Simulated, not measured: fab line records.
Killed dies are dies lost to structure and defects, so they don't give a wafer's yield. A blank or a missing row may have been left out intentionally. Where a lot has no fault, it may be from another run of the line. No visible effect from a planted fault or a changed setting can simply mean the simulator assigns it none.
Code-filled problem report in 8D (eight disciplines) form -- flow sky130 -- the parts of the form that need people (team, actions taken, sign-off) are left out

== 1. WHAT WENT WRONG ==
At SKY_VT_ADJUST_HVTR_DEVELOP_06, developer_temp_C averages 22.06 C over 6 wafers from 2 lots, while fault-free wafers read 22.98 C, standard deviation 0.089. Measured from the usual mean, that is -10 standard deviations.
The step: develop time 60 s.
First seen on wafer L591.1, day 15 15:56, on litho_track-01. Wafers with a number at this step in the record: 39, from 13 lots. Rule for "out", or "out of limits": more than 4 standard deviations from the usual mean. The rest of the wafers with a number are treated as sound.

== 2. WHAT IT IS; WHAT IT IS NOT ==
question,is,is not
which readings at this step,developer_temp_C,chill_plate_temp_C
which lots,"L591, L592","L572, L573, L574, L575, L576, L578, L579, L580, L581, L582, L584"
which wafers of those lots,all that have a number,-
read on which tools,litho_track-01,"litho_track-02, litho_track-03"
when,from day 15 15:56,up to then (33 sound wafers)

== 3. WHAT RULES OUT EACH SUSPECT ==
Counting: a tool at any process step up to the reading remains a suspect when it ran all the lots that are out and ran no sound lot after the first of those.
- litho_track-01 at SKY_VT_ADJUST_HVTR_DEVELOP_06 (develop time 60 s): kept. It processed each lot that is out, first L591 at day 15 15:56, and no sound lot thereafter; up to then, the last sound lot it processed was L579 at day 12 07:38. On those wafers its own readings are out: developer_temp_C.
Left after counting: litho_track-01 at SKY_VT_ADJUST_HVTR_DEVELOP_06.

== 4. THE CAUSE (what the simulator had put in) ==
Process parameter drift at SKY_VT_ADJUST_HVTR_DEVELOP_06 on litho_track-01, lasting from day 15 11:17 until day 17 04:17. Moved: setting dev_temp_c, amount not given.
Counting left only this tool.

== 5. THE CHAIN OF EFFECTS, in route order ==
Rows list readings where the struck wafers' mean (over those with a number) sits beyond 3 standard deviations from the usual. Scope: only readings with a usual standard deviation given in the record; hours: median across lots of the time from each lot's start at the first step in this table that gives one to its start at this step; sigmas: change in usual standard deviations.
hours,step,reading,usual,on struck wafers,change,sigmas
0,SKY_VT_ADJUST_HVTR_DEVELOP_06,developer_temp_C,22.98 C,22.06,-0.92,-10
Its process steps:
- SKY_VT_ADJUST_HVTR_DEVELOP_06: develop time 60 s.
Later steps that measure or inspect, where all struck wafers having a row at the step show a number for every such reading and not one has moved that far: SKY_VT_ADJUST_HVTR_CD_MEAS_07, SKY_VT_ADJUST_PCH_TW_MEAS_10.

== 6. HOW IT WOULD HAVE BEEN CAUGHT EARLIER ==
The fault began at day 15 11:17; the first out-of-limits reading in this record came at day 15 15:56, 5 hours later.
